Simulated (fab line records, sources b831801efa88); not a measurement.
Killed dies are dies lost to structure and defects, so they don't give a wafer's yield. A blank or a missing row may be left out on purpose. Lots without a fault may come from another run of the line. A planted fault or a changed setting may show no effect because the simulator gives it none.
Tool commonality check | flow sky130 | 12 lots, 36 wafers sampled

WHY IT WAS OPENED
At SKY_SONOS_ONO_THK_MEAS_03 the reading SONOS_ONO_CVD_02_THK is flagged on 2 of 12 lots. Wafers without a fault read 10.53 nm, standard deviation 0.13.
Rule: a lot is flagged when every wafer of it that has a number lies more than 4 standard deviations from that mean, or none has a number. The other lots count as sound.

lot  | measured     | on            | SONOS_ONO_CVD_02_THK (nm), wafer by wafer | flag
L775 | day 11 22:31 | film_metro-04 | 10.45 10.45 10.40                         |
L776 | day 12 07:59 | film_metro-04 | 10.68 10.76 10.80                         |
L777 | day 12 12:11 | film_metro-03 | 10.68 10.50 10.51                         |
L779 | day 13 14:41 | film_metro-01 | 10.83 10.67 10.65                         |
L780 | day 13 19:00 | film_metro-01 | 10.60 10.67 10.53                         |
L781 | day 13 19:01 | film_metro-04 | 10.55 10.51 10.52                         |
L783 | day 14 14:05 | film_metro-01 | 10.59 10.63 10.76                         |
L785 | day 15 03:56 | film_metro-03 | 10.36 10.31 10.45                         |
L790 | day 16 21:45 | film_metro-04 | 10.44 10.52 10.48                         |
L791 | day 17 00:34 | film_metro-01 | 10.53 10.43 10.42                         |
L792 | day 17 07:09 | film_metro-03 | 11.98 12.01 11.93                         | FLAGGED
L793 | day 17 19:20 | film_metro-04 | 11.71 11.91 11.82                         | FLAGGED
The numbers of the flagged lots are 11.89 nm on average: +1.36 nm against the usual, or +10 standard deviations.

WHICH TOOL RAN EACH LOT
The record holds 1 process step before the reading, out of a route of 708 steps. In each cell: the tool, then ch and the chambers that the sampled wafers went through, then the start.
lot  | flag    | SKY_SONOS_ONO_CVD_02
L775 |         | lpcvd-02 ch 0, day 11 21:28
L776 |         | lpcvd-02 ch 1, day 12 06:56
L777 |         | lpcvd-02 ch 1, day 12 11:08
L779 |         | lpcvd-02 ch 1, day 13 13:37
L780 |         | lpcvd-02 ch 0, day 13 17:57
L781 |         | lpcvd-02 ch 0, day 13 17:57
L783 |         | lpcvd-02 ch 1, day 14 13:02
L785 |         | lpcvd-02 ch 0, day 15 02:53
L790 |         | lpcvd-02 ch 0, day 16 20:41
L791 |         | lpcvd-02 ch 1, day 16 23:31
L792 | FLAGGED | lpcvd-02 ch 1, day 17 06:05
L793 | FLAGGED | lpcvd-02 ch 1, day 17 18:17
What these steps do:
- SKY_SONOS_ONO_CVD_02: deposits Si3N4 from DCS/NH3, target thk 10.5 nm, time 180 s.
- SKY_SONOS_ONO_THK_MEAS_03

FLAGGED OVER TOTAL, TOOL BY TOOL (the gauges that took the reading come last)
step                      | tool          | lots run | flagged | share of the flagged lots | sound lots run after its first flagged lot
SKY_SONOS_ONO_CVD_02      | lpcvd-02      | 12       | 2       | all                       | 0
SKY_SONOS_ONO_THK_MEAS_03 | film_metro-01 | 4        | 0       | none                      | -
SKY_SONOS_ONO_THK_MEAS_03 | film_metro-03 | 3        | 1       | some                      | 0
SKY_SONOS_ONO_THK_MEAS_03 | film_metro-04 | 5        | 1       | some                      | 0

WHAT THE TABLE ALLOWS
1 row of the table ran every flagged lot: lpcvd-02 at SKY_SONOS_ONO_CVD_02.
- lpcvd-02 at SKY_SONOS_ONO_CVD_02: 2 of its 12 lots flagged. Its last sound lot is L791 (day 16 23:31), its first flagged lot L792 (day 17 06:05): a fault that began between those two fits. Its own readings lie more than 4 standard deviations out on every wafer of the flagged lots: spike_tc_centre_C, zone_power_centre_pct.
One tool is left: lpcvd-02 at SKY_SONOS_ONO_CVD_02.

WHAT THE SIMULATOR HAD PUT IN
Process parameter drift: lpcvd-02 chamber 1, from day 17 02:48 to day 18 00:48, at SKY_SONOS_ONO_CVD_02. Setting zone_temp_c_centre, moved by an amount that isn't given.
Lots struck among those shown: L792, L793. The rule above found the same.
